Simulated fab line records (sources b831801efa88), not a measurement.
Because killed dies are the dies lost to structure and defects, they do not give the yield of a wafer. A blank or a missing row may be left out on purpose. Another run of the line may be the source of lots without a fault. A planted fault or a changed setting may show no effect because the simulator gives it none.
fab line records -- flow sky130
record lots=6, wafers=18, last_day=49
route steps=708 shown CAPM@538 PAD_OPEN@708
lots that met no fault: from a run of the same line without faults
start_h: hours from the record's first day to the start of the lot's first wafer shown -- wait_h: time in hours since the lot's previous step -- " identical to the entry in the row above -- L1.1+2: a single row standing in for several wafers -- - value missing, or start not given -- * or withheld: withheld -- < > ~ a bound
route shown NAME@n: a module of which the file shows steps, and the number in the route of the first -- usual: the fault-free wafers' mean and standard deviation -- same: alike in all rows -- chamber/n: place in a boat -- sites: readings site by site -- _std_site: the values' standard deviation -- _edge_site: mean of outer sites minus mean of inner sites -- radius_mm: how far each site lies from the wafer's centre -- mask NAME#n: copy n -- behind: the tool/chamber that last shaped the wafer -- hold: why the lot went on hold/how many hours it stayed there/how the hold came to an end -- device: transistor that didn't switch, given as n, p or np -- end of line: the same wafers' tests at the end of the route -- where a step has no rows: the recipe by itself -- killed: the dies lost at the first sort to structure and to defects; this is not the yield of the wafer -- map: dies across one wafer; x = killed, . = not, _ = none there
set.NAME: the run value of the setting; set.NAME@STEP: its run value at that earlier step -- model.NAME: the simulator's own value behind a step, which no gauge read
lots at some steps of the route; a table a step, a row a wafer
services: the hour from which a tool's chamber was out of use, counted from the record's first day as start_h (under 0 if before that day), plus the number of hours and why
## steps
# step SKY_CAPM_THK_MEAS_01
# recipe reads=SiO2_of_CAPM_CVD_00
# usual CAPM_CVD_00_THK=15.49/0.28
lot.wafer,tool,chamber,start_h,wait_h,CAPM_CVD_00_THK[nm]
L778.2,film_metro-04,-,923.30,-,15.18
L778.3,film_metro-04,-,923.30,-,15.25
L778.6,film_metro-04,-,923.30,-,15.45
L779.1,film_metro-01,-,932.36,-,15.29
L779.2,film_metro-01,-,932.36,-,15.37
L779.6,film_metro-01,-,932.36,-,15.85
L780.4,film_metro-02,-,943.36,-,15.85
L780.5,film_metro-02,-,943.36,-,15.49
L780.6,film_metro-02,-,943.36,-,15.49
L783.2,film_metro-04,-,968.96,-,15.42
L783.4,film_metro-04,-,968.96,-,15.55
L783.5,film_metro-04,-,968.96,-,15.49
L784.3,film_metro-01,-,981.92,-,15.41
L784.5,film_metro-01,-,981.92,-,15.68
L784.6,film_metro-01,-,981.92,-,15.42
L786.1,film_metro-02,-,984.16,-,15.47
L786.3,film_metro-02,-,984.16,-,15.51
L786.6,film_metro-02,-,984.16,-,15.67
# step SKY_CAPM_SPUTTER_02
# recipe material=TiN, target_thk_nm=200, temp_c=300, power_w=6500, time_s=166.7, chamber_pressure_pa=0.4
# usual susceptor_temp_C=300.00/0.19, throttle_valve_pct=30.3/0.94
lot.wafer,tool,chamber,start_h,wait_h,susceptor_temp_C,throttle_valve_pct
L778.2,pvd_sputter-03,-,923.35,0.0,300.02,29.1
L778.3,pvd_sputter-03,-,923.35,0.0,299.87,31.0
L778.6,pvd_sputter-03,-,923.35,0.0,299.98,31.5
L779.1,pvd_sputter-04,-,932.42,0.1,299.91,29.9
L779.2,pvd_sputter-04,-,932.42,0.1,300.01,29.8
L779.6,pvd_sputter-04,-,932.42,0.1,299.98,29.7
L780.4,pvd_sputter-01,-,943.39,0.0,300.06,30.3
L780.5,pvd_sputter-01,-,943.39,0.0,300.04,29.8
L780.6,pvd_sputter-01,-,943.39,0.0,300.20,28.8
L783.2,pvd_sputter-01,-,969.01,0.0,300.10,28.9
L783.4,pvd_sputter-01,-,969.01,0.0,299.92,28.8
L783.5,pvd_sputter-01,-,969.01,0.0,299.76,28.9
L784.3,pvd_sputter-01,-,981.96,0.0,299.78,30.1
L784.5,pvd_sputter-01,-,981.96,0.0,300.13,30.1
L784.6,pvd_sputter-01,-,981.96,0.0,299.87,28.8
L786.1,pvd_sputter-03,-,984.22,0.1,299.98,29.3
L786.3,pvd_sputter-03,-,984.22,0.1,299.93,31.2
L786.6,pvd_sputter-03,-,984.22,0.1,299.94,31.6
# step SKY_CAPM_RS_MEAS_03
# recipe thk_meas_gauge=four-point-probe, reads=TiN_of_CAPM_SPUTTER_02
# usual CAPM_TIN_RS=6.92/0.067
lot.wafer,tool,chamber,start_h,wait_h,CAPM_TIN_RS[ohm/sq]
L778.2,film_metro-01,-,923.49,0.1,6.92
L778.3,film_metro-01,-,923.49,0.1,6.94
L778.6,film_metro-01,-,923.49,0.1,6.97
L779.1,film_metro-02,-,932.53,0.1,6.81
L779.2,film_metro-02,-,932.53,0.1,6.95
L779.6,film_metro-02,-,932.53,0.1,6.91
L780.4,film_metro-04,-,943.56,0.1,6.94
L780.5,film_metro-04,-,943.56,0.1,7.03
L780.6,film_metro-04,-,943.56,0.1,6.98
L783.2,film_metro-01,-,969.14,0.1,6.95
L783.4,film_metro-01,-,969.14,0.1,6.91
L783.5,film_metro-01,-,969.14,0.1,6.89
L784.3,film_metro-02,-,982.12,0.1,6.86
L784.5,film_metro-02,-,982.12,0.1,6.80
L784.6,film_metro-02,-,982.12,0.1,6.92
L786.1,film_metro-01,-,984.33,0.1,6.79
L786.3,film_metro-01,-,984.33,0.1,6.86
L786.6,film_metro-01,-,984.33,0.1,6.86
# step SKY_CAPM_THK_MEAS_04
# recipe thk_meas_gauge=xrf, reads=TiN_of_CAPM_SPUTTER_02
# usual CAPM_TIN_THK=198.1/2.2
lot.wafer,tool,chamber,start_h,wait_h,CAPM_TIN_THK[nm]
L778.2,film_metro-01,-,923.60,0.1,198.1
L778.3,film_metro-01,-,923.60,0.1,197.3
L778.6,film_metro-01,-,923.60,0.1,196.7
L779.1,film_metro-02,-,932.65,0.1,199.3
L779.2,film_metro-02,-,932.65,0.1,195.1
L779.6,film_metro-02,-,932.65,0.1,196.4
L780.4,film_metro-04,-,943.65,0.1,197.3
L780.5,film_metro-04,-,943.65,0.1,194.7
L780.6,film_metro-04,-,943.65,0.1,197.0
L783.2,film_metro-01,-,969.25,0.1,200.6
L783.4,film_metro-01,-,969.25,0.1,200.2
L783.5,film_metro-01,-,969.25,0.1,201.2
L784.3,film_metro-02,-,982.22,0.1,199.5
L784.5,film_metro-02,-,982.22,0.1,201.3
L784.6,film_metro-02,-,982.22,0.1,197.4
L786.1,film_metro-01,-,984.45,0.1,201.5
L786.3,film_metro-01,-,984.45,0.1,200.0
L786.6,film_metro-01,-,984.45,0.1,200.2
# step SKY_CAPM_DEHYDRATE_05
# recipe temp_c=200, time_s=60
# step SKY_CAPM_HMDS_06
# recipe prime_time_s=60, prime_temp_c=120
# step SKY_CAPM_COAT_07
# recipe resist=NOVOLAK, spin_rpm=3000, resist_thk_nm=1140
# step SKY_CAPM_SOFTBAKE_08
# recipe temp_c=90, time_s=60, resist=NOVOLAK
# step SKY_CAPM_EXPOSE_09
# recipe mask_id=CAPM, na=0.6, source_shape=conventional, sigma_outer=0.6, polarization=unpolarized, target_cd_nm=1000, dose_mj=159
# step SKY_CAPM_PEB_10
# recipe temp_c=withheld, time_s=*, resist=NOVOLAK
# step SKY_CAPM_DEVELOP_11
# recipe resist=NOVOLAK, developer=TMAH, develop_time_s=60, dev_temp_c=23
# step SKY_CAPM_OVL_MEAS_12
# usual CAPM_OVL=-1.0/1.6
lot.wafer,tool,chamber,start_h,wait_h,CAPM_OVL[nm]
L778.2,overlay-01,-,946.74,0.1,-1.0
L778.3,overlay-01,-,946.74,0.1,-0.1
L778.6,overlay-01,-,946.74,0.1,-3.3
L779.1,overlay-01,-,956.33,0.1,-1.7
L779.2,overlay-01,-,956.33,0.1,-2.1
L779.6,overlay-01,-,956.33,0.1,-1.3
L780.4,overlay-02,-,967.52,0.1,-1.5
L780.5,overlay-02,-,967.52,0.1,-1.1
L780.6,overlay-02,-,967.52,0.1,-3.2
L783.2,overlay-01,-,992.01,0.1,-0.7
L783.4,overlay-01,-,992.01,0.1,0.6
L783.5,overlay-01,-,992.01,0.1,1.5
L784.3,overlay-01,-,1004.86,0.1,-1.4
L784.5,overlay-01,-,1004.86,0.1,-1.8
L784.6,overlay-01,-,1004.86,0.1,-2.1
L786.1,overlay-02,-,1007.38,0.1,0.3
L786.3,overlay-02,-,1007.38,0.1,-0.3
L786.6,overlay-02,-,1007.38,0.1,-0.5
# step SKY_CAPM_METAL_ETCH_13
# recipe target_depth_nm=220, stop_on=SiO2, chemistry=Cl2/BCl3, target=TiN, pressure_mtorr=10, icp_w=900, bias_w=48.5, Cl2_flow_sccm=60, bcl3_flow_sccm=30, time_s=62.9
# usual bias_w=48.53/0.15, drypump_motor_current_A=5.5/0.31, oes_product_au=0.940/0.0064, throttle_valve_pct=21.902/0.0095
lot.wafer,tool,chamber,start_h,wait_h,bias_w,drypump_motor_current_A,oes_product_au,rf_hours_counter_h,throttle_valve_pct,model.SiO2_of_CAPM_CVD_00.thk_nm
L778.2,rie_metal-03,1,946.77,0.0,48.61,5.7,0.936,10,21.889,15.21
L778.3,rie_metal-03,1,946.77,0.0,48.49,5.7,0.941,-,21.898,15.18
L778.6,rie_metal-03,1,946.77,0.0,48.59,5.8,0.938,-,21.906,15.49
L779.1,rie_metal-01,1,956.37,0.0,48.35,5.3,0.948,12,21.911,15.27
L779.2,rie_metal-01,0,956.37,0.0,48.33,5.8,0.935,16,21.898,15.39
L779.6,rie_metal-01,1,956.37,0.0,48.29,5.3,0.941,-,21.919,15.81
L780.4,rie_metal-03,0,967.56,0.0,48.62,5.6,0.942,-,21.912,15.82
L780.5,rie_metal-03,0,967.56,0.0,48.56,5.6,0.931,-,21.911,15.48
L780.6,rie_metal-03,1,967.56,0.0,48.50,5.7,0.934,-,21.894,15.6
L783.2,rie_metal-03,0,992.04,0.0,48.44,5.6,0.941,12,21.910,15.39
L783.4,rie_metal-03,1,992.04,0.0,49.63,5.7,0.939,-,21.904,15.29
L783.5,rie_metal-03,0,992.04,0.0,48.61,5.6,0.941,-,21.903,15.54
L784.3,rie_metal-01,0,1004.91,0.0,48.37,5.7,0.950,-,21.901,15.4
L784.5,rie_metal-01,1,1004.91,0.0,48.37,5.3,0.955,-,21.888,15.67
L784.6,rie_metal-01,0,1004.91,0.0,48.58,5.8,0.942,-,21.896,15.46
L786.1,rie_metal-03,0,1007.42,0.0,48.39,5.6,0.945,12,21.918,15.44
L786.3,rie_metal-03,0,1007.42,0.0,48.43,5.6,0.943,-,21.885,15.47
L786.6,rie_metal-03,1,1007.42,0.0,49.73,5.8,0.946,-,21.885,15.4
# step SKY_CAPM_STRIP_14
# recipe chemistry=O2/N2, power_w=1400, pressure_mtorr=1500, platen_temp_c=withheld, o2_flow_sccm=3000, n2_flow_sccm=300, overash_fraction=0.5
# usual drypump_motor_current_A=5.9/0.39, oes_product_au=0.710/0.0049, strip_time_to_endpoint_s=12.68/0.033
lot.wafer,tool,chamber,start_h,wait_h,drypump_motor_current_A,oes_product_au,rf_hours_counter_h,strip_time_to_endpoint_s
L778.2,plasma_asher-01,0,946.84,0.1,5.1,0.715,21,12.72
L778.3,plasma_asher-01,0,946.84,0.1,5.1,0.718,-,12.70
L778.6,plasma_asher-01,1,946.84,0.1,6.1,0.708,-,12.72
L779.1,plasma_asher-01,0,956.44,0.1,5.2,0.719,21,12.69
L779.2,plasma_asher-01,1,956.44,0.1,6.1,0.716,21,12.66
L779.6,plasma_asher-01,0,956.44,0.1,5.2,0.714,-,12.61
L780.4,plasma_asher-01,0,967.64,0.1,5.1,0.707,-,12.68
L780.5,plasma_asher-01,1,967.64,0.1,6.1,0.711,-,12.68
L780.6,plasma_asher-01,0,967.64,0.1,5.2,0.711,-,12.69
L783.2,plasma_asher-02,1,992.11,0.1,6.1,0.703,85,12.77
L783.4,plasma_asher-02,1,992.11,0.1,6.1,0.705,-,12.65
L783.5,plasma_asher-02,1,992.11,0.1,6.1,0.706,-,12.64
L784.3,plasma_asher-04,1,1005.00,0.1,6.3,0.699,-,12.72
L784.5,plasma_asher-04,0,1005.00,0.1,5.9,0.713,-,12.67
L784.6,plasma_asher-04,1,1005.00,0.1,6.3,0.701,-,12.63
L786.1,plasma_asher-02,0,1007.49,0.1,5.9,0.708,86,12.69
L786.3,plasma_asher-02,0,1007.49,0.1,6.0,0.711,-,12.72
L786.6,plasma_asher-02,0,1007.49,0.1,5.9,0.710,-,12.65
# step SKY_PAD_OPEN_PROBE_99
# usual defect_limited_yield=82.0/2.1, killed_at_M0_to_M3=45/7, killed_at_M4_up=3.4/1.8, killed_at_contacts=24/5.4, killed_at_front_end=16/4.8, killed_at_other=0.4/0.62, killed_dies=89/10, killed_open=48/7.2, killed_short=40/6.3, sort_bin_3_pad_short=0.9/0.39, sort_bin_5_function=10.7/1.5, sort_bin_6_memory=6.4/1.1, sort_n_pass=403/10, sort_yield_pct=82.0/2.1
# same gross_dies=492, killed_at_back_side=0, sort_bin_4_leakage[%]=0, sort_bin_8_speed[%]=0
lot.wafer,tool,chamber,start_h,wait_h,defect_limited_yield[%],killed_at_M0_to_M3,killed_at_M4_up,killed_at_contacts,killed_at_front_end,killed_at_other,killed_dies,killed_open,killed_short,sort_bin_3_pad_short[%],sort_bin_5_function[%],sort_bin_6_memory[%],sort_n_pass,sort_yield_pct[%]
L778.2,prober-02,-,1133.40,0.1,83.9,38,0,23,18,0,79,43,36,0.8,9.3,5.9,413,83.9
L778.3,prober-02,-,1133.45,0.2,81.3,56,1,26,9,0,92,49,43,0.8,11.0,6.9,400,81.3
L778.6,prober-02,-,1133.60,0.2,80.1,54,4,25,15,0,98,47,51,1.6,10.8,7.5,394,80.1
L779.1,prober-02,-,1141.49,0.1,83.9,40,2,20,17,0,79,44,35,1.0,9.3,5.7,413,83.9
L779.2,prober-02,-,1141.54,0.1,79.9,45,4,30,19,1,99,56,43,0.8,13.0,6.3,393,79.9
L779.6,prober-02,-,1141.74,0.2,84.6,43,0,19,14,0,76,45,31,0.6,9.3,5.5,416,84.6
L780.4,prober-01,-,1148.13,0.2,83.1,49,1,22,11,0,83,47,35,1.6,10.0,5.3,409,83.1
L780.5,prober-01,-,1148.18,0.2,82.7,33,8,27,16,1,85,44,41,1.0,9.8,6.5,407,82.7
L780.6,prober-01,-,1148.23,0.2,83.7,47,4,20,9,0,80,44,36,0.4,10.0,5.9,412,83.7
L784.3,prober-01,-,1176.87,0.2,82.3,42,1,23,19,2,87,47,38,0.4,11.0,6.3,405,82.3
L784.5,prober-01,-,1176.97,0.2,84.6,40,3,21,12,0,76,47,29,0.6,7.9,6.9,416,84.6
L784.6,prober-01,-,1177.02,0.2,85.4,42,3,18,9,0,72,49,23,0.6,9.8,4.3,420,85.4
L786.1,prober-02,-,1177.96,0.1,83.1,47,1,21,14,0,83,41,42,1.4,9.1,6.3,409,83.1
L786.3,prober-02,-,1178.06,0.2,78.9,60,2,24,18,0,104,54,50,0.8,13.6,6.7,388,78.9
# killed by level:class
L778.2 VIA2:geometric_particle:open=9 LI_CONTACT:geometric_particle:open=8 CONTACT:geometric_particle:open=6 VIA3:geometric_particle:open=6 CONTACT:geometric_particle:short=5 FIELD_ISO:geometric_particle:short=4 METAL1:geometric_particle:short=4 VIA1:geometric_particle:open=4
L778.3 VIA2:geometric_particle:open=12 VIA1:geometric_particle:open=12 VIA3:geometric_particle:open=9 CONTACT:geometric_particle:short=9 VIA1:geometric_particle:short=9 LI_CONTACT:geometric_particle:open=7 LOCAL_INTERCONNECT:geometric_particle:short=4 METAL1:geometric_particle:short=4
L778.6 VIA1:geometric_particle:open=14 LI_CONTACT:geometric_particle:open=7 METAL1:geometric_particle:short=7 VIA1:geometric_particle:short=7 VIA2:geometric_particle:open=6 CONTACT:geometric_particle:open=6 LOCAL_INTERCONNECT:geometric_particle:short=5 POLY_GATE:geometric_particle:short=4
L779.1 VIA3:geometric_particle:open=8 VIA2:geometric_particle:open=8 CONTACT:geometric_particle:short=7 CONTACT:geometric_particle:open=6 POLY_GATE:geometric_particle:open=5 VIA1:geometric_particle:short=5 VIA1:geometric_particle:open=5 FIELD_ISO:geometric_particle:short=4
L779.2 CONTACT:geometric_particle:open=12 VIA1:geometric_particle:open=11 VIA2:geometric_particle:open=10 CONTACT:geometric_particle:short=7 VIA1:geometric_particle:short=6 METAL1:geometric_particle:short=6 FIELD_ISO:geometric_particle:short=5 POLY_GATE:geometric_particle:open=5
L779.6 VIA1:geometric_particle:open=14 CONTACT:geometric_particle:short=6 VIA2:geometric_particle:open=6 FIELD_ISO:geometric_particle:open=5 LI_CONTACT:geometric_particle:open=5 VIA3:geometric_particle:open=5 CONTACT:geometric_particle:open=4 METAL1:geometric_particle:short=4
L780.4 VIA1:geometric_particle:open=11 CONTACT:geometric_particle:open=9 VIA2:geometric_particle:open=9 LOCAL_INTERCONNECT:geometric_particle:short=6 METAL2:geometric_particle:short=6 VIA3:geometric_particle:open=6 METAL1:geometric_particle:short=5 FIELD_ISO:geometric_particle:short=4
L780.5 LI_CONTACT:geometric_particle:open=10 VIA1:geometric_particle:open=7 METAL4:geometric_particle:short=7 POLY_GATE:geometric_particle:open=6 VIA3:geometric_particle:open=6 VIA1:geometric_particle:short=6 LOCAL_INTERCONNECT:geometric_particle:short=5 CONTACT:geometric_particle:open=5
L780.6 METAL1:geometric_particle:short=12 VIA3:geometric_particle:open=8 VIA1:geometric_particle:open=7 CONTACT:geometric_particle:open=6 VIA1:geometric_particle:short=6 VIA2:geometric_particle:open=6 LI_CONTACT:geometric_particle:open=5 LOCAL_INTERCONNECT:geometric_particle:short=4
L784.3 VIA1:geometric_particle:open=10 LI_CONTACT:geometric_particle:open=8 POLY_GATE:geometric_particle:open=7 METAL2:geometric_particle:short=7 METAL1:geometric_particle:short=7 VIA2:geometric_particle:open=6 POLY_GATE:geometric_particle:short=4 CONTACT:geometric_particle:open=4
L784.5 CONTACT:geometric_particle:open=12 VIA1:geometric_particle:open=12 VIA2:geometric_particle:open=7 VIA1:geometric_particle:short=6 METAL1:geometric_particle:short=5 FIELD_ISO:geometric_particle:short=4 LI_CONTACT:geometric_particle:open=4 VIA3:geometric_particle:open=4
L784.6 VIA2:geometric_particle:open=12 VIA1:geometric_particle:open=7 CONTACT:geometric_particle:open=6 LI_CONTACT:geometric_particle:open=6 VIA3:geometric_particle:open=6 VIA1:geometric_particle:short=6 POLY_GATE:geometric_particle:open=3 METAL2:geometric_particle:open=3
L786.1 CONTACT:geometric_particle:open=10 VIA1:geometric_particle:open=10 METAL1:geometric_particle:short=9 METAL2:geometric_particle:short=6 FIELD_ISO:geometric_particle:short=5 VIA2:geometric_particle:short=5 POLY_GATE:geometric_particle:open=4 LI_CONTACT:geometric_particle:open=4
L786.3 VIA1:geometric_particle:open=18 METAL2:geometric_particle:short=14 CONTACT:geometric_particle:open=8 LI_CONTACT:geometric_particle:open=7 POLY_GATE:geometric_particle:short=6 VIA3:geometric_particle:open=5 METAL3:geometric_particle:short=5 FIELD_ISO:geometric_particle:short=4
## services
tool,chamber,start_h,hours,kind
pvd_sputter-04,0,960.80,-,consumable_replace:kit
pvd_sputter-04,0,960.80,18.0,scheduled_down
pvd_sputter-04,0,960.80,18.0,vent_cycle
plasma_asher-04,-,972.28,5.6,repair
pvd_sputter-04,-,993.37,5.6,repair
pvd_sputter-01,-,1001.97,5.4,repair
rie_metal-01,0,1005.64,-,clean
rie_metal-01,0,1005.64,21.3,scheduled_down
rie_metal-01,0,1005.64,21.3,vent_cycle
## key
first_sign step=SKY_CAPM_METAL_ETCH_13, reading=bias_w, direction=up, sigmas=7.8, usual=48.53, struck=49.68
effect none on later readings
model_effect step=SKY_CAPM_METAL_ETCH_13, value=SiO2_of_CAPM_CVD_00.thk_nm, without=15.62, struck=15.35
met_at SKY_CAPM_METAL_ETCH_13
struck_wafers L783.4,L786.6
onset_between 967.56 992.04
fault kind=process_parameter_drift, tool=rie_metal-03, chamber=1, onset_h=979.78, steps=SKY_CAPM_METAL_ETCH_13, channel=bias_w, offset=1.2079, shape=step, end_h=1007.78, acts_in=these_recipes_only, stated=48.5
